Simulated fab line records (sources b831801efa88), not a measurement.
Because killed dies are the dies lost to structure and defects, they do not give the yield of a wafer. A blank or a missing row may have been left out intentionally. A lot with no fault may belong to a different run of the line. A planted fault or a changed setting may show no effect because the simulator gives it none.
Tool commonality check + flow gf180mcu + 10 lots and 30 wafers in the sample

== REASON FOR OPENING ==
2 of 10 lots carry a flag on the reading PSD_TW at GF_PSD_TW_MEAS_11. Wafers without a fault read 3163, standard deviation 19.
Rule: flag the lot when none of its wafers has a number, or when each of its wafers that has one lies beyond 4 standard deviations from that mean. The other lots count as sound.

| lot  | measured     | on            | PSD_TW, wafer by wafer | flag    |
|------|--------------|---------------|------------------------|---------|
| L687 | day 14 18:48 | film_metro-02 | 3147 3162 3157         |         |
| L688 | day 14 22:14 | film_metro-03 | 3187 3188 3188         |         |
| L690 | day 15 15:18 | film_metro-02 | 3150 3148 3144         |         |
| L692 | day 16 04:28 | film_metro-03 | 3047 3028 3061         | FLAGGED |
| L693 | day 16 13:13 | film_metro-02 | 3135 3132 3134         |         |
| L695 | day 17 06:14 | film_metro-02 | 3005 3013 3019         | FLAGGED |
| L703 | day 20 01:31 | film_metro-02 | 3189 3174 3169         |         |
| L707 | day 21 11:15 | film_metro-02 | 3150 3160 3145         |         |
| L708 | day 21 21:53 | film_metro-02 | 3160 3153 3157         |         |
| L709 | day 22 11:21 | film_metro-02 | 3148 3152 3140         |         |
On average the flagged lots' numbers are 3029, which is -134 against the usual, or -7 standard deviations.

== WHICH TOOL RAN EACH LOT ==
The record holds 3 process steps before the reading, out of a route of 602 steps. Cell contents, in order: the tool; ch with the chambers the sampled wafers went through; the start.
| lot  | flag    | GF_VT_IMPLANT_STRIP_42               | GF_PSD_IMPLANT_09               | GF_PSD_STRIP_10                      |
|------|---------|--------------------------------------|---------------------------------|--------------------------------------|
| L687 |         | plasma_asher-01 ch 0,1, day 7 20:18  | implanter-03 ch 0, day 14 18:34 | plasma_asher-03 ch 0, day 14 18:41   |
| L688 |         | plasma_asher-04 ch 0,1, day 8 03:23  | implanter-02 ch 0, day 14 21:59 | plasma_asher-02 ch 0, day 14 22:07   |
| L690 |         | plasma_asher-02 ch 0, day 8 15:09    | implanter-02 ch 0, day 15 15:03 | plasma_asher-02 ch 0, day 15 15:12   |
| L692 | FLAGGED | plasma_asher-01 ch 0,1, day 9 01:41  | implanter-02 ch 0, day 16 04:15 | plasma_asher-03 ch 0,1, day 16 04:23 |
| L693 |         | plasma_asher-02 ch 0,1, day 9 10:47  | implanter-03 ch 0, day 16 12:58 | plasma_asher-02 ch 0,1, day 16 13:06 |
| L695 | FLAGGED | plasma_asher-01 ch 0,1, day 10 00:00 | implanter-02 ch 0, day 17 06:01 | plasma_asher-04 ch 0,1, day 17 06:08 |
| L703 |         | plasma_asher-02 ch 0,1, day 12 03:40 | implanter-04 ch 0, day 20 01:18 | plasma_asher-03 ch 0,1, day 20 01:26 |
| L707 |         | plasma_asher-02 ch 0,1, day 13 08:35 | implanter-02 ch 0, day 21 11:02 | plasma_asher-02 ch 0,1, day 21 11:10 |
| L708 |         | plasma_asher-01 ch 0,1, day 13 16:44 | implanter-03 ch 0, day 21 21:38 | plasma_asher-04 ch 0,1, day 21 21:46 |
| L709 |         | plasma_asher-02 ch 0,1, day 14 03:47 | implanter-02 ch 0, day 22 11:06 | plasma_asher-04 ch 0,1, day 22 11:15 |
These steps, and what they do:
- GF_VT_IMPLANT_STRIP_42: strips in O2/N2.
- GF_PSD_IMPLANT_09
- GF_PSD_STRIP_10: strips in O2/N2.
- GF_PSD_TW_MEAS_11

== FLAGGED AGAINST TOTAL, ONE TOOL AT A TIME (gauges that did the reading follow at the end) ==
| step                   | tool            | lots run | flagged | share of the flagged lots | sound lots run after its first flagged lot |
|------------------------|-----------------|----------|---------|---------------------------|--------------------------------------------|
| GF_VT_IMPLANT_STRIP_42 | plasma_asher-01 | 4        | 2       | all                       | 1 (L708)                                   |
| GF_VT_IMPLANT_STRIP_42 | plasma_asher-02 | 5        | 0       | none                      | -                                          |
| GF_VT_IMPLANT_STRIP_42 | plasma_asher-04 | 1        | 0       | none                      | -                                          |
| GF_PSD_IMPLANT_09      | implanter-02    | 6        | 2       | all                       | 2 (L707,L709)                              |
| GF_PSD_IMPLANT_09      | implanter-03    | 3        | 0       | none                      | -                                          |
| GF_PSD_IMPLANT_09      | implanter-04    | 1        | 0       | none                      | -                                          |
| GF_PSD_STRIP_10        | plasma_asher-02 | 4        | 0       | none                      | -                                          |
| GF_PSD_STRIP_10        | plasma_asher-03 | 3        | 1       | some                      | 1 (L703)                                   |
| GF_PSD_STRIP_10        | plasma_asher-04 | 3        | 1       | some                      | 2 (L708,L709)                              |
| GF_PSD_TW_MEAS_11      | film_metro-02   | 8        | 1       | some                      | 4 (L703,L707,L708,L709)                    |
| GF_PSD_TW_MEAS_11      | film_metro-03   | 2        | 1       | some                      | 0                                          |

== THE TABLE: WHAT IT ALLOWS ==
Rows of the table that ran all the flagged lots, 2 in number: plasma_asher-01 at GF_VT_IMPLANT_STRIP_42; implanter-02 at GF_PSD_IMPLANT_09.
- plasma_asher-01 at GF_VT_IMPLANT_STRIP_42: 2 of its 4 lots flagged. After the first flagged lot (L708), sound lots still ran on it; a lasting fault on the whole tool would not permit that.
- implanter-02 at GF_PSD_IMPLANT_09: 2 of its 6 lots flagged. After the first flagged lot (L707, L709), sound lots still ran on it; a lasting fault on the whole tool would not permit that. Its own readings (beam_energy_keV) fall more than 4 standard deviations out on all wafers of the flagged lots.
Every row of the table either missed a flagged lot or ran a sound lot after the first.

== WHAT WAS PUT IN BY THE SIMULATOR ==
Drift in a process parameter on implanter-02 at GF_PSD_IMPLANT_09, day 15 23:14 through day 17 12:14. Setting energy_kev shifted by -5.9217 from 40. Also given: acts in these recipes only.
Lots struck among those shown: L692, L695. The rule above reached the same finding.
